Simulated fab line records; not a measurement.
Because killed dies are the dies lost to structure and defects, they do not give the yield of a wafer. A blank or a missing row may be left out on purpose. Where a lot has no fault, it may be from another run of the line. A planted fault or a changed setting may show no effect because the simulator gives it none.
fab line records ; flow sky130
[record] lots = 12; wafers = 36; last-day = 49
route steps=708 shown VIA1@472 METAL2@486 PAD_OPEN@708
lots untouched by any fault: they come from a run of this same line in which no faults occurred
start-h: hours from the record's first day to the start of the lot's first wafer shown ; wait-h: hours from the lot's prior step to this one ; " identical to the entry in the row above ; L1.1+2: a row that stands for several wafers ; - no value, or no start given ; * or withheld: withheld ; < > ~ a bound
route shown NAME@n: names a module that has steps shown in the file, with the first one's number in the route ; usual: mean/standard deviation taken from wafers without a fault ; same: alike in all rows ; chamber/n: place in a boat ; sites: each site's reading ; _std_site: the standard deviation of these ; _edge_site: the outer-site mean with the inner-site mean subtracted ; radius-mm: how far each site lies from the wafer's centre ; mask NAME#n: copy n ; behind: the most recent tool/chamber to have shaped the wafer ; hold: why the lot was held/for how many hours/how that ended ; device: which transistor (n, p or np) failed to switch ; end of line: the same wafers' tests at the end of the route ; for a step that has no rows: nothing shown but its recipe ; killed: dies that structure and defects cost at the first sort, which is not the same as the wafer's yield ; map: per-die view of a wafer (x killed, . not killed, _ where there is no die)
set.NAME: setting as actually run; set.NAME@STEP: the setting as run at that earlier step ; model.NAME: the simulator's own value behind a step, which no gauge read
the route's steps for a sample of lots (tables are steps, rows are wafers)
services: when a tool's chamber went out of use (start-h, in hours from the record's first day, below 0 if earlier), for how many hours, and the reason
[[steps]]
[step SKY_VIA1_ETCH_14]
[recipe] chemistry = N2/H2; target = BARC; ion-energy-ev = 200; source-w = 500; bias-w = 100; pressure-mtorr = 30; n2-flow-sccm = 100; h2-flow-sccm = 200; stop-on = SiO2; time-s = 45.9; target-depth-a = 600
[usual] drypump-motor-current-A = 5.9/0.34; oes-product-au = 0.855/0.0053; rf-fwd-power-W = 495.7/2.2; throttle-valve-pct = 13.226/0.0092
lot.wafer;tool;chamber;start-h;wait-h;drypump-motor-current-A;oes-product-au;rf-fwd-power-W;rf-hours-counter-h;throttle-valve-pct
L307.1;rie-diel-01;2;796.65;0.0;6.1;0.856;496.9;10;13.229
L307.2;rie-diel-01;1;796.65;0.0;5.8;0.853;496.2;4;13.244
L307.4;rie-diel-01;3;796.65;0.0;5.4;0.862;498.0;5;13.209
L308.2;rie-diel-01;3;806.42;0.0;5.4;0.853;495.1;5;13.228
L308.4;rie-diel-01;1;806.42;0.0;5.8;0.859;494.4;4;13.229
L308.6;rie-diel-01;3;806.42;0.0;5.4;0.854;494.5;-;13.242
L309.1;rie-diel-01;3;815.46;0.0;5.4;0.857;498.3;5;13.231
L309.4;rie-diel-01;2;815.46;0.0;6.1;0.862;498.9;11;13.220
L309.6;rie-diel-01;2;815.46;0.0;6.2;0.856;497.1;-;13.238
L310.2;rie-diel-03;0;824.45;0.0;5.9;0.854;498.6;9;13.217
L310.3;rie-diel-03;1;824.45;0.0;5.6;0.858;493.1;12;13.231
L310.6;rie-diel-03;1;824.45;0.0;5.6;0.859;492.7;-;13.217
L312.1;rie-diel-04;3;841.86;0.0;6.8;0.851;493.2;17;13.212
L312.2;rie-diel-04;1;841.86;0.0;6.0;0.854;495.3;13;13.240
L312.5;rie-diel-04;0;841.86;0.0;6.3;0.863;491.5;-;13.217
L313.1;rie-diel-01;2;853.03;0.0;6.1;0.853;499.4;12;13.237
L313.2;rie-diel-01;1;853.03;0.0;5.8;0.846;494.5;5;13.228
L313.5;rie-diel-01;2;853.03;0.0;6.1;0.849;498.6;-;13.234
L314.1;rie-diel-04;2;857.63;0.0;6.0;0.853;494.3;12;13.217
L314.2;rie-diel-04;0;857.63;0.0;6.2;0.850;491.5;9;13.221
L314.6;rie-diel-04;3;857.63;0.0;6.8;0.856;494.7;-;13.212
L315.2;rie-diel-04;1;864.21;0.0;6.0;0.846;493.1;14;13.230
L315.3;rie-diel-04;2;864.21;0.0;6.0;0.854;493.1;12;13.226
L315.5;rie-diel-04;1;864.21;0.0;5.9;0.859;492.7;-;13.228
L317.1;rie-diel-03;3;881.65;0.0;5.6;0.848;496.3;6;13.234
L317.3;rie-diel-03;2;881.65;0.0;5.7;0.861;493.1;19;13.216
L317.5;rie-diel-03;2;881.65;0.0;5.7;0.848;496.0;-;13.230
L318.1;rie-diel-03;1;887.51;0.0;5.7;0.851;496.4;14;13.235
L318.3;rie-diel-03;2;887.51;0.0;5.7;0.854;492.7;20;13.230
L318.4;rie-diel-03;3;887.51;0.0;5.6;0.848;496.5;-;13.220
L319.3;rie-diel-01;0;894.67;0.0;5.9;0.846;495.9;12;13.219
L319.4;rie-diel-01;3;894.67;0.0;5.4;0.846;497.5;8;13.209
L319.6;rie-diel-01;0;894.67;0.0;5.9;0.846;497.1;-;13.220
L322.1;rie-diel-01;3;913.20;0.0;5.4;0.853;497.5;9;13.232
L322.2;rie-diel-01;2;913.20;0.0;6.1;0.853;495.7;14;13.214
L322.3;rie-diel-01;1;913.20;0.0;5.8;0.852;493.6;7;13.242
[step SKY_VIA1_ETCH_15]
[recipe] target = SiO2; chemistry = C4F8/O2/Ar; target-depth-nm = 351; stop-on = TiN; mask-material = KrF-thick; source-w = 1500; bias-w = 1200; pressure-mtorr = 40; c4f8-flow-sccm = withheld; O2_flow_sccm = 6; Ar_flow_sccm = 300; time-s = 54
[usual] oes-product-au = 0.981/0.0056; rf-fwd-power-W = 1489/5.8
lot.wafer;tool;chamber;start-h;wait-h;oes-product-au;rf-fwd-power-W;rf-hours-counter-h
L307.1;rie-diel-01;2;796.69;0.0;0.978;1490;10
L307.2;rie-diel-01;1;796.69;0.0;0.978;1486;4
L307.4;rie-diel-01;3;796.69;0.0;0.975;1493;5
L308.2;rie-diel-01;3;806.46;0.0;0.979;1493;5
L308.4;rie-diel-01;1;806.46;0.0;0.969;1484;4
L308.6;rie-diel-01;3;806.46;0.0;0.978;1489;-
L309.1;rie-diel-01;3;815.50;0.0;0.989;1499;5
L309.4;rie-diel-01;2;815.50;0.0;0.977;1505;11
L309.6;rie-diel-01;2;815.50;0.0;0.974;1501;-
L310.2;rie-diel-03;0;824.49;0.0;0.981;1483;9
L310.3;rie-diel-03;1;824.49;0.0;0.978;1488;12
L310.6;rie-diel-03;1;824.49;0.0;0.972;1486;-
L312.1;rie-diel-04;3;841.90;0.0;0.982;1481;17
L312.2;rie-diel-04;1;841.90;0.0;0.980;1485;13
L312.5;rie-diel-04;0;841.90;0.0;0.978;1477;-
L313.1;rie-diel-01;2;853.07;0.0;0.983;1486;12
L313.2;rie-diel-01;1;853.07;0.0;0.979;1485;5
L313.5;rie-diel-01;2;853.07;0.0;0.979;1486;-
L314.1;rie-diel-04;2;857.67;0.0;0.976;1486;12
L314.2;rie-diel-04;0;857.67;0.0;0.988;1481;9
L314.6;rie-diel-04;3;857.67;0.0;0.980;1485;-
L315.2;rie-diel-04;1;864.25;0.0;0.978;1494;14
L315.3;rie-diel-04;2;864.25;0.0;0.981;1491;12
L315.5;rie-diel-04;1;864.25;0.0;0.974;1481;-
L317.1;rie-diel-03;3;881.69;0.0;0.986;1487;6
L317.3;rie-diel-03;2;881.69;0.0;0.984;1490;20
L317.5;rie-diel-03;2;881.69;0.0;0.981;1487;-
L318.1;rie-diel-03;1;887.55;0.0;0.982;1480;14
L318.3;rie-diel-03;2;887.55;0.0;0.988;1488;20
L318.4;rie-diel-03;3;887.55;0.0;0.988;1485;-
L319.3;rie-diel-01;0;894.71;0.0;0.978;1495;12
L319.4;rie-diel-01;3;894.71;0.0;0.985;1494;8
L319.6;rie-diel-01;0;894.71;0.0;0.984;1489;-
L322.1;rie-diel-01;3;913.24;0.0;0.977;1489;9
L322.2;rie-diel-01;2;913.24;0.0;0.954;1247;14
L322.3;rie-diel-01;1;913.24;0.0;0.976;1486;7
[step SKY_VIA1_CMP_24]
[recipe] stop-on = SiO2; t-overpolish-s = 15; down-force-psi = 3.5; platen-rpm = 60; target-thk-nm = 0; pad-velocity-m-s = 0.94248
[usual] motor-current-A = 11.1/0.97; overpolish-run-s = 15.001/0.0084; time-to-endpoint-s = 65.3/3
[same] t-overpolish-s = 15
lot.wafer;tool;chamber;start-h;wait-h;motor-current-A;overpolish-run-s;time-to-endpoint-s
L307.1;cmp-01;3;797.66;0.1;11.6;15.004;56.8
L307.4;cmp-01;1;797.66;0.1;13.6;14.995;59.2
L307.2;cmp-01;2;797.66;0.1;11.9;15.002;58.6
L308.4;cmp-02;2;807.56;0.1;9.9;15.009;68.6
L308.2;cmp-02;3;807.56;0.1;10.6;15.001;67.5
L308.6;cmp-02;1;807.56;0.1;11.1;14.997;67.2
L309.4;cmp-02;3;816.53;0.1;11.5;15.007;68.9
L309.1;cmp-02;1;816.53;0.1;11.1;14.988;64.8
L309.6;cmp-02;3;816.53;0.1;10.9;14.987;66.0
L310.2;cmp-02;3;825.47;0.0;11.5;15.007;67.0
L310.3;cmp-02;1;825.47;0.0;10.7;15.004;66.9
L310.6;cmp-02;3;825.47;0.0;11.0;15.002;66.5
L312.2;cmp-01;0;842.88;0.0;11.7;15.014;67.3
L312.1;cmp-01;1;842.88;0.0;12.2;15.002;61.9
L312.5;cmp-01;0;842.88;0.0;12.1;14.991;66.0
L313.1;cmp-01;1;854.18;0.1;12.7;15.014;60.3
L313.2;cmp-01;2;854.18;0.1;12.0;15.006;60.8
L313.5;cmp-01;3;854.18;0.1;11.4;14.995;60.7
L314.1;cmp-02;0;858.74;0.1;10.1;15.001;66.0
L314.2;cmp-02;1;858.74;0.1;10.5;15.006;65.7
L314.6;cmp-02;3;858.74;0.1;11.0;15.000;66.8
L315.3;cmp-01;2;865.48;0.1;11.9;15.007;61.1
L315.2;cmp-01;3;865.48;0.1;12.1;15.001;59.8
L315.5;cmp-01;1;865.48;0.1;13.1;14.996;61.9
L317.3;cmp-02;2;882.71;0.1;10.1;15.004;60.5
L317.1;cmp-02;0;882.71;0.1;10.1;14.989;65.2
L317.5;cmp-02;1;882.71;0.1;11.6;15.004;64.4
L318.3;cmp-02;1;888.57;0.1;11.4;15.009;64.7
L318.4;cmp-02;2;888.57;0.1;10.0;14.995;68.6
L318.1;cmp-02;3;888.57;0.1;11.0;14.988;66.3
L319.3;cmp-01;1;895.70;0.0;12.4;14.996;62.8
L319.4;cmp-01;2;895.70;0.0;12.6;15.000;68.2
L319.6;cmp-01;1;895.70;0.0;12.3;15.009;65.5
L322.2;cmp-02;3;914.52;0.3;10.4;15.015;65.7
L322.1;cmp-02;0;914.52;0.3;10.4;15.007;66.5
L322.3;cmp-02;1;914.52;0.3;11.1;14.980;65.7
[step SKY_METAL2_SPUTTER_03]
[recipe] material = Ti; target-thk-nm = 5; power-w = 3000; time-s = 3.3; chamber-pressure-pa = 0.4
[usual] throttle-valve-pct = 30.3/1.2
lot.wafer;tool;chamber;start-h;wait-h;throttle-valve-pct
L307.1;pvd-sputter-02;-;798.04;0.0;29.0
L307.2;pvd-sputter-02;-;798.04;0.0;29.3
L307.4;pvd-sputter-02;-;798.04;0.0;31.1
L308.2;pvd-sputter-04;-;807.83;0.0;32.4
L308.4;pvd-sputter-04;-;807.83;0.0;31.8
L308.6;pvd-sputter-04;-;807.83;0.0;31.5
L309.1;pvd-sputter-04;-;816.85;0.0;29.0
L309.4;pvd-sputter-04;-;816.85;0.0;29.5
L309.6;pvd-sputter-04;-;816.85;0.0;32.5
L310.2;pvd-sputter-02;-;825.84;0.0;30.9
L310.3;pvd-sputter-02;-;825.84;0.0;30.0
L310.6;pvd-sputter-02;-;825.84;0.0;29.2
L312.1;pvd-sputter-04;-;843.25;0.0;28.8
L312.2;pvd-sputter-04;-;843.25;0.0;29.2
L312.5;pvd-sputter-04;-;843.25;0.0;31.8
L313.1;pvd-sputter-04;-;854.45;0.0;29.4
L313.2;pvd-sputter-04;-;854.45;0.0;31.7
L313.5;pvd-sputter-04;-;854.45;0.0;32.5
L314.1;pvd-sputter-02;-;859.06;0.0;31.1
L314.2;pvd-sputter-02;-;859.06;0.0;29.1
L314.6;pvd-sputter-02;-;859.06;0.0;29.1
L315.2;pvd-sputter-04;-;865.75;0.0;29.2
L315.3;pvd-sputter-04;-;865.75;0.0;31.4
L315.5;pvd-sputter-04;-;865.75;0.0;32.6
L317.1;pvd-sputter-02;-;883.04;0.0;29.2
L317.3;pvd-sputter-02;-;883.04;0.0;29.1
L317.5;pvd-sputter-02;-;883.04;0.0;30.9
L318.1;pvd-sputter-02;-;888.89;0.0;31.0
L318.3;pvd-sputter-02;-;888.89;0.0;29.2
L318.4;pvd-sputter-02;-;888.89;0.0;29.2
L319.3;pvd-sputter-02;-;896.07;0.0;29.0
L319.4;pvd-sputter-02;-;896.07;0.0;29.4
L319.6;pvd-sputter-02;-;896.07;0.0;30.1
L322.1;pvd-sputter-01;-;914.89;0.0;30.3
L322.2;pvd-sputter-01;-;914.89;0.0;29.4
L322.3;pvd-sputter-01;-;914.89;0.0;30.5
[step SKY_PAD_OPEN_PROBE_99]
[usual] defect-limited-yield = 82.4/1.8; killed_at_M0_to_M3 = 43/6.5; killed_at_M4_up = 3.2/1.8; killed-at-contacts = 24/5.2; killed-at-front-end = 15/4; killed-at-other = 0.4/0.69; killed-dies = 86/8.7; killed-open = 47/7; killed-short = 39/5.7
[same] gross-dies = 492; killed-at-back-side = 0
lot.wafer;tool;chamber;start-h;wait-h;defect-limited-yield[%];killed_at_M0_to_M3;killed_at_M4_up;killed-at-contacts;killed-at-front-end;killed-at-other;killed-dies;killed-open;killed-short
L307.1;prober-01;-;1077.86;0.1;81.9;40;5;26;18;0;89;50;38
L307.2;prober-01;-;1077.91;0.1;80.7;37;1;25;31;1;95;53;39
L307.4;prober-01;-;1078.01;0.2;80.7;47;1;32;15;0;95;51;44
L308.2;prober-02;-;1086.07;0.1;80.3;55;2;25;15;0;97;44;53
L308.4;prober-02;-;1086.17;0.2;83.5;41;5;23;12;0;81;49;32
L308.6;prober-02;-;1086.27;0.2;83.7;39;3;24;14;0;80;51;29
L309.1;prober-01;-;1093.12;0.1;83.7;38;5;24;13;0;80;41;38
L309.4;prober-01;-;1093.27;0.2;82.7;40;2;22;21;0;85;46;38
L309.6;prober-01;-;1093.37;0.2;84.1;35;2;24;17;0;78;50;26
L310.2;prober-02;-;1100.05;0.1;78.9;64;4;16;20;0;104;58;46
L310.3;prober-02;-;1100.10;0.2;83.1;44;3;24;12;0;83;50;33
L310.6;prober-02;-;1100.25;0.2;84.3;43;3;22;9;0;77;52;25
L312.1;prober-02;-;1113.21;0.1;82.1;44;2;21;21;0;88;52;36
L312.2;prober-02;-;1113.26;0.1;84.6;35;3;25;12;1;76;40;35
L312.5;prober-02;-;1113.41;0.2;82.5;48;1;20;17;0;86;53;33
L313.1;prober-01;-;1123.72;0.1;80.3;59;3;18;17;0;97;59;38
L313.2;prober-01;-;1123.77;0.1;87.0;38;1;12;13;0;64;29;35
L313.5;prober-01;-;1123.92;0.2;82.7;44;5;19;16;1;85;46;38
L314.1;prober-02;-;1126.52;0.1;79.7;46;5;27;18;4;100;53;45
L314.2;prober-02;-;1126.57;0.1;82.5;44;2;24;15;1;86;45;40
L314.6;prober-02;-;1126.77;0.2;79.1;50;3;29;21;0;103;62;41
L315.2;prober-01;-;1130.48;0.1;81.7;52;3;20;15;0;90;48;42
L315.3;prober-01;-;1130.53;0.2;84.3;39;3;23;12;0;77;36;41
L315.5;prober-01;-;1130.63;0.2;83.3;46;1;17;18;0;82;39;43
L317.1;prober-01;-;1144.77;0.1;78.7;51;8;30;16;0;105;59;44
L317.3;prober-01;-;1144.87;0.2;82.1;38;4;35;10;1;88;52;35
L317.5;prober-01;-;1144.97;0.2;87.0;35;2;14;13;0;64;33;30
L318.1;prober-02;-;1146.27;0.1;82.5;46;5;26;9;0;86;47;38
L318.3;prober-02;-;1146.37;0.2;83.9;44;3;23;9;0;79;49;29
L318.4;prober-02;-;1146.42;0.2;81.7;47;3;24;16;0;90;48;42
L319.3;prober-01;-;1151.54;0.2;82.7;40;3;24;18;0;85;43;42
L319.4;prober-01;-;1151.59;0.2;86.4;35;3;22;7;0;67;39;28
L319.6;prober-01;-;1151.69;0.2;82.5;35;1;39;11;0;86;48;38
L322.1;prober-02;-;1167.21;0.1;81.9;40;6;22;21;0;89;40;49
L322.2;prober-02;-;1167.26;0.1;85.8;36;3;16;14;1;70;35;35
L322.3;prober-02;-;1167.31;0.2;79.3;52;0;30;20;0;102;54;47
// killed by level:class
L307.1 VIA3:geometric-particle:open=10 CONTACT:geometric-particle:open=9 LI_CONTACT:geometric-particle:open=8 METAL2:geometric-particle:short=7 FIELD_ISO:geometric-particle:open=6 CONTACT:geometric-particle:short=5 VIA3:geometric-particle:short=5 VIA1:geometric-particle:open=4
L307.2 CONTACT:geometric-particle:open=12 VIA3:geometric-particle:open=8 POLY_GATE:geometric-particle:short=7 FIELD_ISO:geometric-particle:short=6 FIELD_ISO:geometric-particle:open=6 VIA1:geometric-particle:open=6 METAL2:geometric-particle:short=6 POLY_GATE:geometric-particle:open=5
L307.4 VIA1:geometric-particle:open=10 LOCAL_INTERCONNECT:geometric-particle:short=9 VIA2:geometric-particle:open=8 CONTACT:geometric-particle:short=7 CONTACT:geometric-particle:open=6 LI_CONTACT:geometric-particle:open=6 VIA3:geometric-particle:open=6 VIA1:geometric-particle:short=6
L308.2 CONTACT:geometric-particle:open=9 VIA1:geometric-particle:short=8 VIA1:geometric-particle:open=8 METAL1:geometric-particle:short=7 VIA2:geometric-particle:short=7 METAL2:geometric-particle:short=6 VIA2:geometric-particle:open=5 LI_CONTACT:geometric-particle:open=5
L308.4 CONTACT:geometric-particle:open=11 VIA1:geometric-particle:open=9 VIA3:geometric-particle:open=7 LI_CONTACT:geometric-particle:open=6 VIA2:geometric-particle:open=6 METAL1:geometric-particle:short=6 VIA1:geometric-particle:short=5 FIELD_ISO:geometric-particle:open=4
L308.6 VIA1:geometric-particle:open=13 CONTACT:geometric-particle:open=8 VIA2:geometric-particle:open=7 LI_CONTACT:geometric-particle:open=6 VIA3:geometric-particle:open=6 CONTACT:geometric-particle:short=5 LOCAL_INTERCONNECT:geometric-particle:short=4 FIELD_ISO:geometric-particle:short=3
L309.1 VIA1:geometric-particle:open=11 CONTACT:geometric-particle:open=8 FIELD_ISO:geometric-particle:short=7 LI_CONTACT:geometric-particle:open=5 LOCAL_INTERCONNECT:geometric-particle:short=5 METAL1:geometric-particle:short=5 METAL2:geometric-particle:short=5 METAL1:geometric-particle:open=4
L309.4 VIA1:geometric-particle:open=13 CONTACT:geometric-particle:open=8 POLY_GATE:geometric-particle:short=7 VIA3:geometric-particle:open=7 LI_CONTACT:geometric-particle:open=6 FIELD_ISO:geometric-particle:short=4 POLY_GATE:geometric-particle:open=4 CONTACT:geometric-particle:short=4
L309.6 VIA1:geometric-particle:open=14 LI_CONTACT:geometric-particle:open=8 FIELD_ISO:geometric-particle:open=7 LI_CONTACT:geometric-particle:short=6 METAL2:geometric-particle:short=5 CONTACT:geometric-particle:open=5 VIA3:geometric-particle:open=4 VIA2:geometric-particle:open=4
L310.2 VIA1:geometric-particle:open=11 VIA2:geometric-particle:open=11 VIA3:geometric-particle:open=8 VIA1:geometric-particle:short=8 CONTACT:geometric-particle:open=7 FIELD_ISO:geometric-particle:short=6 METAL1:geometric-particle:short=6 FIELD_ISO:geometric-particle:open=5
L310.3 VIA1:geometric-particle:open=10 VIA2:geometric-particle:open=8 CONTACT:geometric-particle:open=8 METAL2:geometric-particle:short=8 LI_CONTACT:geometric-particle:open=7 CONTACT:geometric-particle:short=4 METAL2:geometric-particle:open=4 VIA3:geometric-particle:open=4
L310.6 CONTACT:geometric-particle:open=12 VIA3:geometric-particle:open=10 VIA2:geometric-particle:open=9 VIA1:geometric-particle:open=5 LI_CONTACT:geometric-particle:open=4 LOCAL_INTERCONNECT:geometric-particle:short=4 METAL2:geometric-particle:short=4 METAL1:geometric-particle:short=3
L312.1 VIA3:geometric-particle:open=10 FIELD_ISO:geometric-particle:open=8 VIA1:geometric-particle:open=8 LI_CONTACT:geometric-particle:open=8 CONTACT:geometric-particle:open=7 VIA1:geometric-particle:short=6 VIA2:geometric-particle:open=6 POLY_GATE:geometric-particle:short=5
L312.2 CONTACT:geometric-particle:open=9 VIA2:geometric-particle:open=9 VIA1:geometric-particle:open=6 LOCAL_INTERCONNECT:geometric-particle:short=5 VIA3:geometric-particle:short=5 LI_CONTACT:geometric-particle:short=4 LI_CONTACT:geometric-particle:open=4 METAL1:geometric-particle:short=4
L312.5 VIA1:geometric-particle:open=14 VIA3:geometric-particle:open=8 LI_CONTACT:geometric-particle:open=7 VIA2:geometric-particle:open=7 CONTACT:geometric-particle:open=6 POLY_GATE:geometric-particle:short=5 METAL2:geometric-particle:short=5 FIELD_ISO:geometric-particle:short=4
L313.1 VIA2:geometric-particle:open=16 VIA3:geometric-particle:open=12 VIA1:geometric-particle:open=8 CONTACT:geometric-particle:open=7 METAL3:geometric-particle:short=6 POLY_GATE:geometric-particle:short=5 SPACER:geometric-particle:open=5 LI_CONTACT:geometric-particle:short=4
L313.2 VIA1:geometric-particle:open=8 FIELD_ISO:geometric-particle:open=5 LI_CONTACT:geometric-particle:open=5 VIA2:geometric-particle:short=5 VIA2:geometric-particle:open=5 METAL2:geometric-particle:short=4 VIA3:geometric-particle:short=4 FIELD_ISO:geometric-particle:short=3
L313.5 VIA1:geometric-particle:open=10 CONTACT:geometric-particle:open=8 VIA2:geometric-particle:open=7 METAL3:geometric-particle:short=7 LI_CONTACT:geometric-particle:open=5 METAL2:geometric-particle:short=5 VIA3:geometric-particle:open=5 METAL4:geometric-particle:short=4
L314.1 CONTACT:geometric-particle:open=10 VIA3:geometric-particle:open=9 LI_CONTACT:geometric-particle:open=8 VIA1:geometric-particle:open=8 METAL1:geometric-particle:short=7 VIA2:geometric-particle:short=6 VIA2:geometric-particle:open=6 FIELD_ISO:geometric-particle:short=5
L314.2 VIA1:geometric-particle:open=10 CONTACT:geometric-particle:open=9 METAL1:geometric-particle:short=8 VIA1:geometric-particle:short=7 LI_CONTACT:geometric-particle:open=6 LI_CONTACT:geometric-particle:short=4 VIA3:geometric-particle:open=4 METAL2:geometric-particle:short=4
L314.6 VIA3:geometric-particle:open=14 CONTACT:geometric-particle:open=11 METAL1:geometric-particle:short=10 VIA1:geometric-particle:open=9 LI_CONTACT:geometric-particle:open=8 FIELD_ISO:geometric-particle:short=7 FIELD_ISO:geometric-particle:open=5 CONTACT:geometric-particle:short=5
L315.2 VIA1:geometric-particle:open=12 VIA1:geometric-particle:short=12 CONTACT:geometric-particle:open=10 VIA2:geometric-particle:open=6 CONTACT:geometric-particle:short=5 METAL1:geometric-particle:short=5 VIA3:geometric-particle:open=5 POLY_GATE:geometric-particle:open=4
L315.3 VIA1:geometric-particle:open=9 LI_CONTACT:geometric-particle:open=8 CONTACT:geometric-particle:short=8 VIA1:geometric-particle:short=8 VIA3:geometric-particle:open=5 FIELD_ISO:geometric-particle:short=4 CONTACT:geometric-particle:open=4 METAL2:geometric-particle:short=4
L315.5 METAL2:geometric-particle:short=13 VIA1:geometric-particle:open=10 METAL1:geometric-particle:short=7 FIELD_ISO:geometric-particle:short=6 CONTACT:geometric-particle:short=6 CONTACT:geometric-particle:open=6 POLY_GATE:geometric-particle:open=5 VIA1:geometric-particle:short=5
L317.1 VIA1:geometric-particle:open=16 VIA3:geometric-particle:open=11 LI_CONTACT:geometric-particle:open=9 CONTACT:geometric-particle:short=6 VIA1:geometric-particle:short=6 LOCAL_INTERCONNECT:geometric-particle:short=5 CONTACT:geometric-particle:open=5 METAL4:geometric-particle:short=5
L317.3 CONTACT:geometric-particle:open=14 VIA1:geometric-particle:open=13 LI_CONTACT:geometric-particle:open=6 LOCAL_INTERCONNECT:geometric-particle:short=6 VIA2:geometric-particle:open=6 METAL2:geometric-particle:short=5 LOCAL_INTERCONNECT:geometric-particle:open=4 VIA1:geometric-particle:short=4
L317.5 VIA1:geometric-particle:open=11 POLY_GATE:geometric-particle:short=5 VIA2:geometric-particle:open=5 METAL1:geometric-particle:short=5 CONTACT:geometric-particle:open=4 VIA1:geometric-particle:short=4 VIA3:geometric-particle:short=4 POLY_GATE:geometric-particle:open=3
L318.1 VIA1:geometric-particle:open=12 CONTACT:geometric-particle:open=11 VIA3:geometric-particle:open=7 METAL2:geometric-particle:short=6 LOCAL_INTERCONNECT:geometric-particle:short=5 CONTACT:geometric-particle:short=5 METAL1:geometric-particle:short=5 VIA1:geometric-particle:short=5
L318.3 LI_CONTACT:geometric-particle:open=13 VIA1:geometric-particle:open=9 VIA2:geometric-particle:open=8 METAL1:geometric-particle:short=5 METAL2:geometric-particle:short=5 POLY_GATE:geometric-particle:open=4 CONTACT:geometric-particle:open=4 VIA1:geometric-particle:short=4
L318.4 VIA1:geometric-particle:open=11 LI_CONTACT:geometric-particle:open=8 VIA3:geometric-particle:open=8 METAL1:geometric-particle:short=7 VIA2:geometric-particle:open=6 CONTACT:geometric-particle:open=6 POLY_GATE:geometric-particle:short=5 LOCAL_INTERCONNECT:geometric-particle:short=5
L319.3 VIA1:geometric-particle:open=13 CONTACT:geometric-particle:open=9 LOCAL_INTERCONNECT:geometric-particle:short=6 METAL1:geometric-particle:short=5 VIA1:geometric-particle:short=5 VIA2:geometric-particle:open=5 FIELD_ISO:geometric-particle:open=4 FIELD_ISO:geometric-particle:short=4
L319.4 LI_CONTACT:geometric-particle:open=9 VIA1:geometric-particle:open=8 CONTACT:geometric-particle:open=7 METAL1:geometric-particle:short=5 VIA2:geometric-particle:open=5 VIA3:geometric-particle:open=5 METAL2:geometric-particle:short=4 CONTACT:geometric-particle:short=3
L319.6 CONTACT:geometric-particle:open=15 LI_CONTACT:geometric-particle:open=11 FIELD_ISO:geometric-particle:open=6 CONTACT:geometric-particle:short=6 VIA1:geometric-particle:open=6 METAL1:geometric-particle:short=6 VIA1:geometric-particle:short=5 VIA3:geometric-particle:short=4
L322.1 LI_CONTACT:geometric-particle:open=8 VIA2:geometric-particle:open=8 VIA1:geometric-particle:open=7 FIELD_ISO:geometric-particle:open=6 FIELD_ISO:geometric-particle:short=6 CONTACT:geometric-particle:open=6 METAL1:geometric-particle:short=5 VIA2:geometric-particle:short=5
L322.2 VIA1:geometric-particle:open=7 VIA3:geometric-particle:open=7 FIELD_ISO:geometric-particle:short=5 LI_CONTACT:geometric-particle:open=5 VIA1:geometric-particle:short=5 VIA3:geometric-particle:short=5 METAL2:geometric-particle:short=4 FIELD_ISO:geometric-particle:open=3
L322.3 VIA1:geometric-particle:open=12 CONTACT:geometric-particle:open=10 VIA1:geometric-particle:short=10 FIELD_ISO:geometric-particle:open=7 LI_CONTACT:geometric-particle:open=7 VIA3:geometric-particle:open=6 VIA2:geometric-particle:open=6 LOCAL_INTERCONNECT:geometric-particle:short=5
[[services]]
tool;chamber;start-h;hours;kind
cmp-02;-;781.12;2.5;repair
cmp-02;-;791.38;7.0;pm
rie-diel-01;0;807.37;3.4;repair
cmp-01;-;807.81;5.0;pm
cmp-01;-;813.17;1.7;repair
rie-diel-04;-;822.18;1.0;repair
rie-diel-03;0;826.05;93.0;repair
cmp-02;-;829.14;5.0;repair
pvd-sputter-04;-;834.45;0.6;repair
pvd-sputter-04;-;837.07;1.5;repair
rie-diel-01;2;856.68;12.7;repair
cmp-02;-;864.64;1.4;repair
cmp-01;-;871.36;5.0;pm
rie-diel-03;2;871.97;3.3;repair
cmp-02;-;895.44;0.3;repair
pvd-sputter-04;-;902.12;25.9;repair
cmp-02;-;902.34;2.1;repair
rie-diel-01;-;908.67;0.7;repair
cmp-01;-;912.00;4.0;pm
[[key]]
[first-sign] step = SKY_VIA1_ETCH_15; reading = rf-fwd-power-W; direction = down; sigmas = 42; usual = 1489; struck = 1247
[effect] step = SKY_VIA1_ETCH_15; reading = oes-product-au; direction = down; sigmas = 4.8; usual = 0.981; struck = 0.954
met-at SKY_VIA1_ETCH_15
struck-lots L322
struck-wafers L322.2
not-acting-at SKY_VIA1_ETCH_14,SKY_VIA1_CMP_24,SKY_METAL2_SPUTTER_03
onset-between 853.07 913.24
[fault] kind = process-parameter-drift; tool = rie-diel-01; chamber = 2; onset-h = 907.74; steps = SKY_VIA1_ETCH_15; channel = source-w; offset = -240; shape = step; end-h = 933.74; acts-in = these-recipes-only; stated = 1500
